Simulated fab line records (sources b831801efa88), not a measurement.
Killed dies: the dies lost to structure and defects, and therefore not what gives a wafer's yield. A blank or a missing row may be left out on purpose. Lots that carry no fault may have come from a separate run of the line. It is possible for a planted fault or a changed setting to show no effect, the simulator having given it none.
fab line records	flow gf180mcu	part 1 of 2: steps 1 to 22 of 29
record lots=5	wafers=15	last_day=33
route steps=602 shown DUAL_GATE@143 POLY_GATE@157
lots untouched by any fault: they come from a run of this same line in which no faults occurred
start_h: hours from the record's first day to the start of the lot's first wafer shown	wait_h: hours since the lot's step before	" as in the row above	L1.1+2: a row that stands for several wafers	- no value, or no start was given	* or withheld: withheld	< > ~ a bound
route shown NAME@n: NAME is a module with steps in the file, n the number in the route of the first one	usual: the fault-free wafers' mean and standard deviation	same: alike in all rows	chamber/n: place in a boat	sites: the reading at each site	_std_site: standard deviation of those values	_edge_site: outer sites' mean less inner sites'	radius_mm: for every site, how far away it sits from the centre of the wafer	mask NAME#n: copy n	behind: the last tool/chamber to shape the wafer	hold: the reason the lot was held/the length of the hold in hours/how it ended	device: the transistor (n, p or np) that didn't switch	end of line: tests of these same wafers at the route's end	where a step has no rows: the recipe by itself	killed: not the wafer's yield, but the dies lost to structure and defects at the first sort	map: dies across one wafer; x = killed, . = not, _ = none there
set.NAME: the setting as run; set.NAME@STEP: as run at that earlier step	model.NAME: the simulator's own value behind a step, which no gauge read
lots seen at some steps along the route; tables by step, rows by wafer
services: the hour from which a tool's chamber was out of use, counted from the record's first day as start_h (under 0 if before that day), plus the number of hours and why
## steps
# step GF_DUAL_GATE_OXIDATION_02
# recipe temp_c=900	ambient=O2	stabilise_s=600	purge_s=300	target_thk_a=108.87	ox_time_s=1602
# usual zone_power_top_pct=34.2/0.93
lot.wafer	tool	chamber	start_h	wait_h	zone_power_top_pct
L079.2	furnace-02	0	189.80	0.0	34.7
L079.3	"	0	"	"	34.7
L079.6	"	0	"	"	34.4
L081.1	furnace-01	0	208.17	1.5	33.4
L081.3	"	0	"	"	33.3
L081.6	"	0	"	"	33.4
L086.1	furnace-01	0	242.69	0.0	33.2
L086.5	"	0	"	"	33.4
L086.6	"	0	"	"	33.5
L091.1	furnace-02	0	274.11	1.1	34.5
L091.2	"	0	"	"	35.0
L091.3	"	0	"	"	34.9
L094.1	furnace-01	0	290.96	0.7	33.8
L094.4	"	0	"	"	33.5
L094.5	"	0	"	"	33.5
# step GF_DUAL_GATE_THK_MEAS_03
# recipe reads=SiO2_of_DUAL_GATE_OXIDATION_02
# usual DUAL_GATE_OXIDATION_00_THK=10.87/0.23
lot.wafer	tool	chamber	start_h	wait_h	DUAL_GATE_OXIDATION_00_THK[nm]
L079.2	film_metro-04	-	191.26	0.0	10.58
L079.3	"	-	"	"	10.64
L079.6	"	-	"	"	10.69
L081.1	film_metro-03	-	209.62	0.0	10.91
L081.3	"	-	"	"	10.90
L081.6	"	-	"	"	10.79
L086.1	film_metro-04	-	244.13	0.0	11.01
L086.5	"	-	"	"	11.06
L086.6	"	-	"	"	10.92
L091.1	film_metro-04	-	275.55	0.0	11.09
L091.2	"	-	"	"	10.95
L091.3	"	-	"	"	11.24
L094.1	film_metro-03	-	292.40	0.0	11.28
L094.4	"	-	"	"	11.30
L094.5	"	-	"	"	11.40
# step GF_DUAL_GATE_DEHYDRATE_04
# recipe temp_c=200	time_s=60
# usual chill_plate_temp_C=23.00/0.12	exhaust_pa=44.8/0.97	resist_line_temp_C=22.99/0.11
lot.wafer	tool	chamber	start_h	wait_h	chill_plate_temp_C	exhaust_pa	resist_line_temp_C
L079.2	litho_track-02	0	199.11	7.8	23.07	45.9	22.92
L079.3	"	0	"	"	23.02	45.9	22.94
L079.6	"	0	"	"	22.97	45.7	23.03
L081.1	litho_track-04	0	217.59	8.0	23.11	44.8	22.99
L081.3	"	0	"	"	23.18	46.3	22.99
L081.6	"	0	"	"	23.10	44.6	22.93
L086.1	litho_track-02	0	252.74	8.6	23.13	44.0	22.95
L086.5	"	0	"	"	23.07	44.5	22.99
L086.6	"	0	"	"	23.01	44.9	22.97
L091.1	litho_track-03	0	284.36	8.8	22.82	44.3	23.03
L091.2	"	0	"	"	22.87	45.0	23.10
L091.3	"	0	"	"	22.97	44.4	22.91
L094.1	litho_track-04	0	302.24	9.8	23.01	45.1	23.09
L094.4	"	0	"	"	23.02	43.3	22.88
L094.5	"	0	"	"	23.25	44.1	23.00
# step GF_DUAL_GATE_HMDS_05
# recipe prime_time_s=60	prime_temp_c=120
# usual chill_plate_temp_C=23.01/0.1	exhaust_pa=45.0/0.96	resist_line_temp_C=23.02/0.11
lot.wafer	tool	chamber	start_h	wait_h	chill_plate_temp_C	exhaust_pa	resist_line_temp_C
L079.2	litho_track-02	0	199.26	0.1	22.85	43.8	22.95
L079.3	"	0	"	"	22.89	42.9	23.08
L079.6	"	0	"	"	23.03	44.5	23.09
L081.1	litho_track-04	0	217.74	0.1	23.05	44.7	23.02
L081.3	"	0	"	"	22.89	45.3	23.00
L081.6	"	0	"	"	23.06	44.3	23.15
L086.1	litho_track-02	0	252.89	0.1	23.03	45.3	23.06
L086.5	"	0	"	"	22.94	44.8	23.00
L086.6	"	0	"	"	23.02	44.6	22.97
L091.1	litho_track-03	0	284.51	0.1	23.19	46.0	23.05
L091.2	"	0	"	"	23.01	45.7	22.96
L091.3	"	0	"	"	23.05	44.9	23.12
L094.1	litho_track-04	0	302.39	0.1	22.96	46.8	23.00
L094.4	"	0	"	"	23.07	45.4	23.05
L094.5	"	0	"	"	22.95	46.4	23.11
# step GF_DUAL_GATE_COAT_06
# recipe resist=NOVOLAK	spin_rpm=3000	resist_thk_nm=1000
# usual chill_plate_temp_C=22.98/0.1	exhaust_pa=44.9/0.96	resist_line_temp_C=23.01/0.11
lot.wafer	tool	chamber	start_h	wait_h	chill_plate_temp_C	exhaust_pa	resist_line_temp_C
L079.2	litho_track-02	0	199.41	0.1	22.82	46.2	22.85
L079.3	"	0	"	"	22.91	45.6	22.89
L079.6	"	0	"	"	23.04	44.2	22.76
L081.1	litho_track-04	0	217.89	0.1	22.91	44.8	23.09
L081.3	"	0	"	"	23.10	44.1	23.02
L081.6	"	0	"	"	23.03	44.4	23.09
L086.1	litho_track-02	0	253.04	0.1	23.03	44.3	23.09
L086.5	"	0	"	"	23.01	43.1	22.87
L086.6	"	0	"	"	23.00	44.0	23.14
L091.1	litho_track-03	0	284.66	0.1	23.05	44.8	22.66
L091.2	"	0	"	"	23.06	46.4	22.90
L091.3	"	0	"	"	23.18	45.8	22.94
L094.1	litho_track-04	0	302.54	0.1	23.07	45.7	22.99
L094.4	"	0	"	"	23.05	44.4	22.96
L094.5	"	0	"	"	22.84	45.4	23.09
# step GF_DUAL_GATE_SOFTBAKE_07
# recipe temp_c=90	time_s=60	resist=NOVOLAK
# usual chill_plate_temp_C=23.00/0.11	exhaust_pa=45.0/0.89	resist_line_temp_C=23.02/0.1
lot.wafer	tool	chamber	start_h	wait_h	chill_plate_temp_C	exhaust_pa	resist_line_temp_C
L079.2	litho_track-02	0	199.56	0.1	22.79	45.1	23.01
L079.3	"	0	"	"	22.87	46.6	23.13
L079.6	"	0	"	"	23.12	45.4	23.11
L081.1	litho_track-04	0	218.04	0.1	23.19	45.4	22.89
L081.3	"	0	"	"	23.00	44.3	23.00
L081.6	"	0	"	"	23.15	45.4	22.92
L086.1	litho_track-02	0	253.19	0.1	23.14	44.4	22.84
L086.5	"	0	"	"	23.03	44.7	23.04
L086.6	"	0	"	"	23.04	43.8	23.04
L091.1	litho_track-03	0	284.81	0.1	23.08	43.7	23.05
L091.2	"	0	"	"	22.93	46.3	23.19
L091.3	"	0	"	"	22.87	45.3	23.00
L094.1	litho_track-04	0	302.69	0.1	23.14	44.4	22.98
L094.4	"	0	"	"	22.94	45.4	22.80
L094.5	"	0	"	"	22.90	44.8	22.92
# step GF_DUAL_GATE_EXPOSE_08
# recipe mask_id=Dualgate	target_cd_nm=700	na=0.6	source_shape=conventional	sigma_outer=0.6	dose_mj=140
lot.wafer	tool	chamber	start_h	wait_h	mask
L079.2+3+6	iline_stepper-01	0	-	-	Dualgate#0
L081.1+3+6	iline_stepper-02	0	-	-	Dualgate#0
L086.1+5+6	iline_stepper-01	0	-	-	Dualgate#0
L091.1+2+3	iline_stepper-01	0	-	-	Dualgate#0
L094.1+4+5	iline_stepper-01	0	-	-	Dualgate#0
# step GF_DUAL_GATE_PEB_09
# recipe temp_c=withheld	time_s=*	resist=NOVOLAK
# usual chill_plate_temp_C=*	exhaust_pa=45.1/0.87	resist_line_temp_C=*
lot.wafer	tool	chamber	start_h	wait_h	chill_plate_temp_C	exhaust_pa	resist_line_temp_C
L079.2	litho_track-04	0	-	-	*	45.8	*
L079.3	"	0	"	"	*	45.5	*
L079.6	"	0	"	"	*	45.1	*
L081.1	litho_track-03	0	-	-	*	46.3	*
L081.3	"	0	"	"	*	47.3	*
L081.6	"	0	"	"	*	45.2	*
L086.1	litho_track-04	0	-	-	*	45.2	*
L086.5	"	0	"	"	*	45.8	*
L086.6	"	0	"	"	*	46.3	*
L091.1	litho_track-03	0	-	-	*	44.2	*
L091.2	"	0	"	"	*	44.7	*
L091.3	"	0	"	"	*	44.7	*
L094.1	litho_track-03	0	-	-	*	44.8	*
L094.4	"	0	"	"	*	45.7	*
L094.5	"	0	"	"	*	44.2	*
# step GF_DUAL_GATE_DEVELOP_10
# recipe develop_time_s=60	dev_temp_c=23
# usual chill_plate_temp_C=22.99/0.1	developer_temp_C=23.00/0.1	exhaust_pa=45.2/0.82	resist_line_temp_C=22.99/0.096
lot.wafer	tool	chamber	start_h	wait_h	chill_plate_temp_C	developer_temp_C	exhaust_pa	resist_line_temp_C
L079.2	litho_track-04	0	208.02	0.1	22.94	23.03	46.7	22.75
L079.3	"	0	"	"	23.11	23.12	45.7	22.89
L079.6	"	0	"	"	23.03	23.08	45.8	22.83
L081.1	litho_track-03	0	226.61	0.1	23.00	22.88	45.7	22.76
L081.3	"	0	"	"	23.09	23.08	46.0	22.86
L081.6	"	0	"	"	23.05	23.06	45.9	22.85
L086.1	litho_track-04	0	262.49	0.1	22.86	23.00	45.3	22.88
L086.5	"	0	"	"	23.05	22.83	45.1	23.14
L086.6	"	0	"	"	23.01	22.85	43.9	22.99
L091.1	litho_track-03	0	294.71	0.1	23.08	23.00	45.7	23.10
L091.2	"	0	"	"	22.99	23.02	43.7	22.87
L091.3	"	0	"	"	23.02	23.20	44.2	23.01
L094.1	litho_track-03	0	312.95	0.1	22.90	23.07	44.9	22.85
L094.4	"	0	"	"	22.89	22.92	44.0	22.86
L094.5	"	0	"	"	22.98	23.07	43.0	22.89
# step GF_DUAL_GATE_OVL_MEAS_11
# usual DUAL_GATE_OVL=-1.5/1.5
lot.wafer	tool	chamber	start_h	wait_h	DUAL_GATE_OVL[nm]
L079.2	overlay-01	-	208.18	0.1	-1.3
L079.3	"	-	"	"	-1.9
L079.6	"	-	"	"	-2.8
L081.1	overlay-01	-	226.76	0.1	-1.9
L081.3	"	-	"	"	-2.3
L081.6	"	-	"	"	-2.2
L086.1	overlay-01	-	262.64	0.1	1.1
L086.5	"	-	"	"	1.6
L086.6	"	-	"	"	0.7
L091.1	overlay-02	-	294.86	0.1	0.2
L091.2	"	-	"	"	0.0
L091.3	"	-	"	"	0.8
L094.1	overlay-01	-	313.10	0.1	-1.7
L094.4	"	-	"	"	-0.8
L094.5	"	-	"	"	0.0
# step GF_DUAL_GATE_WET_ETCH_12
# recipe chemistry=dHF	target_depth_nm=13	dry=n2_spin	target=SiO2	temp_c=25	dilution=100:1	time_s=260
lot.wafer	tool	chamber	start_h	wait_h
L079.2+3+6	wet_bench-03	1	208.21	0.0
L081.1+3+6	wet_bench-03	0	226.79	0.0
L086.1+5+6	wet_bench-01	2	262.68	0.0
L091.1+2+3	wet_bench-02	3	294.89	0.0
L094.1+4+5	wet_bench-02	2	313.14	0.0
# step GF_DUAL_GATE_STRIP_13
# recipe chemistry=O2/N2	power_w=1400	pressure_mtorr=1500	platen_temp_c=250	o2_flow_sccm=3000	n2_flow_sccm=300	overash_fraction=0.5
# usual drypump_motor_current_A=5.8/0.73	heater_power_w=328/29	oes_product_au=0.717/0.0042	strip_time_to_endpoint_s=12.63/0.036
lot.wafer	tool	chamber	start_h	wait_h	drypump_motor_current_A	heater_power_w	oes_product_au	rf_hours_counter_h	strip_time_to_endpoint_s
L079.2	plasma_asher-03	1	208.30	0.0	5.2	369	0.722	54	12.62
L079.3	"	0	"	"	5.2	331	0.711	-	12.65
L079.6	"	0	"	"	5.2	340	0.717	-	12.64
L081.1	plasma_asher-04	0	226.89	0.0	5.8	335	0.714	43	12.64
L081.3	"	0	"	"	5.8	337	0.717	-	12.61
L081.6	"	1	"	"	6.6	361	0.725	-	12.63
L086.1	plasma_asher-02	1	262.76	0.0	6.8	278	0.716	15	12.69
L086.5	"	0	"	"	4.9	310	0.714	-	12.65
L086.6	"	1	"	"	6.8	281	0.721	-	12.69
L091.1	plasma_asher-02	1	294.97	0.0	6.8	278	0.722	18	12.66
L091.2	"	0	"	"	4.9	311	0.725	18	12.63
L091.3	"	1	"	"	6.8	282	0.720	-	12.63
L094.1	plasma_asher-02	0	313.23	0.0	4.9	315	0.714	20	12.59
L094.4	"	1	"	"	6.8	283	0.713	-	12.55
L094.5	"	0	"	"	4.9	304	0.719	-	12.55
# step GF_DUAL_GATE_CLEAN_14
# recipe chemistry=SC1/SC2	mix=1:4:20	temp_c=70	time_s=150	dry=n2_spin
# usual bath_guard_temp_C=69.9/0.52
lot.wafer	tool	chamber	start_h	wait_h	bath_guard_temp_C
L079.2	wet_bench-01	1	208.39	0.1	69.2
L079.3	"	1	"	"	69.6
L079.6	"	1	"	"	69.6
L081.1	wet_bench-02	2	226.99	0.1	70.4
L081.3	"	2	"	"	70.4
L081.6	"	2	"	"	70.5
L086.1	wet_bench-01	1	262.86	0.1	69.4
L086.5	"	1	"	"	69.5
L086.6	"	1	"	"	69.4
L091.1	wet_bench-01	0	295.07	0.1	69.7
L091.2	"	0	"	"	69.5
L091.3	"	0	"	"	69.7
L094.1	wet_bench-01	1	313.33	0.1	69.2
L094.4	"	1	"	"	69.6
L094.5	"	1	"	"	69.1
# step GF_DUAL_GATE_OXIDATION_15
# recipe temp_c=850	ambient=O2	stabilise_s=600	purge_s=300	target_thk_a=70.98	ox_time_s=1995
# usual zone_power_top_pct=31.3/0.86
lot.wafer	tool	chamber	start_h	wait_h	zone_power_top_pct
L079.2	furnace-02	0	208.89	0.4	32.5
L079.3	"	0	"	"	31.5
L079.6	"	0	"	"	32.6
L081.1	furnace-01	0	227.35	0.3	30.4
L081.3	"	0	"	"	30.4
L081.6	"	0	"	"	30.0
L086.1	furnace-01	0	265.91	3.0	30.1
L086.5	"	0	"	"	29.9
L086.6	"	0	"	"	30.4
L091.1	furnace-02	0	295.64	0.5	32.3
L091.2	"	0	"	"	32.3
L091.3	"	0	"	"	31.7
L094.1	furnace-01	0	314.95	1.6	30.1
L094.4	"	0	"	"	30.4
L094.5	"	0	"	"	30.6
# step GF_POLY_GATE_CVD_00
# recipe material=poly-Si	target_thk_nm=200	temp_c=620	time_s=1200	pressure_mtorr=200
# usual zone_power_top_pct=20.8/2.2
lot.wafer	tool	chamber	start_h	wait_h	zone_power_top_pct
L079.2	lpcvd-02	1	210.44	0.0	22.9
L079.3	"	1	"	"	23.0
L079.6	"	1	"	"	23.4
L081.1	lpcvd-02	0	228.90	0.0	18.8
L081.3	"	0	"	"	18.7
L081.6	"	0	"	"	18.6
L086.1	lpcvd-02	0	267.46	0.0	18.6
L086.5	"	0	"	"	18.6
L086.6	"	0	"	"	19.0
L091.1	lpcvd-01	1	297.19	0.0	19.2
L091.2	"	1	"	"	19.4
L091.3	"	1	"	"	19.7
L094.1	lpcvd-02	1	316.50	0.0	23.0
L094.4	"	1	"	"	22.9
L094.5	"	1	"	"	23.3
# step GF_POLY_GATE_THK_MEAS_01
# recipe reads=poly-Si_of_POLY_GATE_CVD_00
# usual POLY_GATE_CVD_00_THK=200.7/2.1
lot.wafer	tool	chamber	start_h	wait_h	POLY_GATE_CVD_00_THK[nm]
L079.2	film_metro-02	-	211.79	0.0	201.1
L079.3	"	-	"	"	200.3
L079.6	"	-	"	"	199.0
L081.1	film_metro-02	-	230.23	0.0	194.9
L081.3	"	-	"	"	195.7
L081.6	"	-	"	"	196.7
L086.1	film_metro-02	-	268.80	0.0	198.2
L086.5	"	-	"	"	195.3
L086.6	"	-	"	"	198.2
L091.1	film_metro-01	-	298.52	0.0	201.4
L091.2	"	-	"	"	202.9
L091.3	"	-	"	"	201.6
L094.1	film_metro-04	-	317.83	0.0	201.1
L094.4	"	-	"	"	200.6
L094.5	"	-	"	"	201.7
# step GF_POLY_GATE_DEHYDRATE_02
# recipe temp_c=200	time_s=60
# usual chill_plate_temp_C=22.99/0.1	exhaust_pa=45.0/0.83	resist_line_temp_C=23.00/0.093
lot.wafer	tool	chamber	start_h	wait_h	chill_plate_temp_C	exhaust_pa	resist_line_temp_C
L079.2	litho_track-03	0	220.03	8.2	23.10	45.4	23.04
L079.3	"	0	"	"	23.10	44.6	23.05
L079.6	"	0	"	"	22.94	45.0	23.07
L081.1	litho_track-02	0	238.59	8.3	22.94	45.8	22.97
L081.3	"	0	"	"	22.94	45.9	22.98
L081.6	"	0	"	"	22.90	44.9	22.99
L086.1	litho_track-03	0	277.41	8.6	22.91	43.2	22.96
L086.5	"	0	"	"	22.93	45.0	22.99
L086.6	"	0	"	"	23.05	43.9	22.83
L091.1	litho_track-03	0	308.15	9.6	22.99	45.4	23.10
L091.2	"	0	"	"	23.16	45.8	23.17
L091.3	"	0	"	"	23.01	45.0	22.97
L094.1	litho_track-01	0	327.82	10.0	23.11	45.1	23.06
L094.4	"	0	"	"	23.16	45.0	23.08
L094.5	"	0	"	"	23.09	45.1	22.84
# step GF_POLY_GATE_HMDS_03
# recipe prime_time_s=60	prime_temp_c=120
# usual chill_plate_temp_C=22.99/0.11	exhaust_pa=44.9/0.9	resist_line_temp_C=22.99/0.099
lot.wafer	tool	chamber	start_h	wait_h	chill_plate_temp_C	exhaust_pa	resist_line_temp_C
L079.2	litho_track-03	0	220.18	0.1	23.12	47.6	23.06
L079.3	"	0	"	"	23.25	45.3	23.14
L079.6	"	0	"	"	23.17	46.3	23.35
L081.1	litho_track-02	0	238.74	0.1	23.06	45.6	22.95
L081.3	"	0	"	"	22.99	45.9	22.90
L081.6	"	0	"	"	22.84	45.7	22.89
L086.1	litho_track-03	0	277.56	0.1	23.10	43.7	22.80
L086.5	"	0	"	"	22.93	41.2	23.00
L086.6	"	0	"	"	22.99	42.3	22.94
L091.1	litho_track-03	0	308.30	0.1	22.84	45.4	23.07
L091.2	"	0	"	"	22.84	45.5	23.12
L091.3	"	0	"	"	22.86	44.8	22.98
L094.1	litho_track-01	0	327.97	0.1	23.04	45.8	22.98
L094.4	"	0	"	"	22.90	44.8	22.92
L094.5	"	0	"	"	22.83	45.0	22.91
# step GF_POLY_GATE_COAT_04
# recipe resist=BARC	temp_c=withheld	time_s=withheld	spin_rpm=withheld	resist_thk_nm=withheld
# usual chill_plate_temp_C=*	exhaust_pa=45.2/0.95	resist_line_temp_C=*
lot.wafer	tool	chamber	start_h	wait_h	chill_plate_temp_C	exhaust_pa	resist_line_temp_C
L079.2	litho_track-03	0	220.33	0.1	*	42.9	*
L079.3	"	0	"	"	*	44.5	*
L079.6	"	0	"	"	*	44.5	*
L081.1	litho_track-02	0	238.89	0.1	*	44.6	*
L081.3	"	0	"	"	*	44.1	*
L081.6	"	0	"	"	*	45.0	*
L086.1	litho_track-03	0	277.71	0.1	*	46.6	*
L086.5	"	0	"	"	*	45.9	*
L086.6	"	0	"	"	*	46.7	*
L091.1	litho_track-03	0	308.45	0.1	*	44.8	*
L091.2	"	0	"	"	*	47.1	*
L091.3	"	0	"	"	*	46.2	*
L094.1	litho_track-01	0	328.12	0.1	*	45.2	*
L094.4	"	0	"	"	*	44.7	*
L094.5	"	0	"	"	*	44.7	*
# step GF_POLY_GATE_COAT_05
# recipe resist=KrF	spin_rpm=withheld	resist_thk_nm=700
# usual chill_plate_temp_C=23.00/0.088	exhaust_pa=45.0/0.92	resist_line_temp_C=22.99/0.093
lot.wafer	tool	chamber	start_h	wait_h	chill_plate_temp_C	exhaust_pa	resist_line_temp_C
L079.2	litho_track-03	0	-	-	23.07	44.8	22.87
L079.3	"	0	"	"	23.09	47.0	23.10
L079.6	"	0	"	"	23.00	45.4	22.93
L081.1	litho_track-02	0	-	-	22.93	44.8	22.97
L081.3	"	0	"	"	22.93	43.2	23.14
L081.6	"	0	"	"	22.95	44.3	23.06
L086.1	litho_track-03	0	-	-	22.90	46.2	23.08
L086.5	"	0	"	"	23.06	44.9	23.12
L086.6	"	0	"	"	23.05	45.9	23.07
L091.1	litho_track-03	0	-	-	23.01	44.8	23.19
L091.2	"	0	"	"	23.12	45.1	22.92
L091.3	"	0	"	"	23.03	46.3	23.01
L094.1	litho_track-01	0	-	-	22.90	45.2	23.08
L094.4	"	0	"	"	23.01	45.9	22.87
L094.5	"	0	"	"	23.06	45.7	23.08
# step GF_POLY_GATE_SOFTBAKE_06
# recipe temp_c=130	time_s=60	resist=KrF
# usual chill_plate_temp_C=23.03/0.12	exhaust_pa=44.9/0.92	resist_line_temp_C=23.00/0.12
lot.wafer	tool	chamber	start_h	wait_h	chill_plate_temp_C	exhaust_pa	resist_line_temp_C
L079.2	litho_track-03	0	-	-	22.98	43.6	22.95
L079.3	"	0	"	"	23.09	45.4	22.94
L079.6	"	0	"	"	23.00	45.9	22.99
L081.1	litho_track-02	0	-	-	22.90	45.1	22.86
L081.3	"	0	"	"	22.76	44.9	22.93
L081.6	"	0	"	"	23.00	45.0	22.90
L086.1	litho_track-03	0	-	-	23.14	46.7	22.91
L086.5	"	0	"	"	23.17	46.1	23.05
L086.6	"	0	"	"	22.93	45.5	23.16
L091.1	litho_track-03	0	-	-	23.19	44.2	23.01
L091.2	"	0	"	"	23.09	43.7	23.07
L091.3	"	0	"	"	23.16	43.8	22.89
L094.1	litho_track-01	0	-	-	22.94	45.1	23.01
L094.4	"	0	"	"	23.09	45.2	23.13
L094.5	"	0	"	"	22.76	45.1	22.86
# step GF_POLY_GATE_EXPOSE_07
# recipe mask_id=Poly2	target_cd_nm=280	na=0.68	source_shape=conventional	sigma_outer=0.6	dose_mj=28
lot.wafer	tool	chamber	start_h	wait_h	mask
L079.2+3+6	krf_scanner-02	0	-	-	Poly2#0
L081.1+3+6	krf_scanner-01	0	-	-	Poly2#0
L086.1+5+6	krf_scanner-01	0	-	-	Poly2#0
L091.1+2+3	krf_scanner-02	0	-	-	Poly2#0
L094.1+4+5	krf_scanner-02	0	-	-	Poly2#0
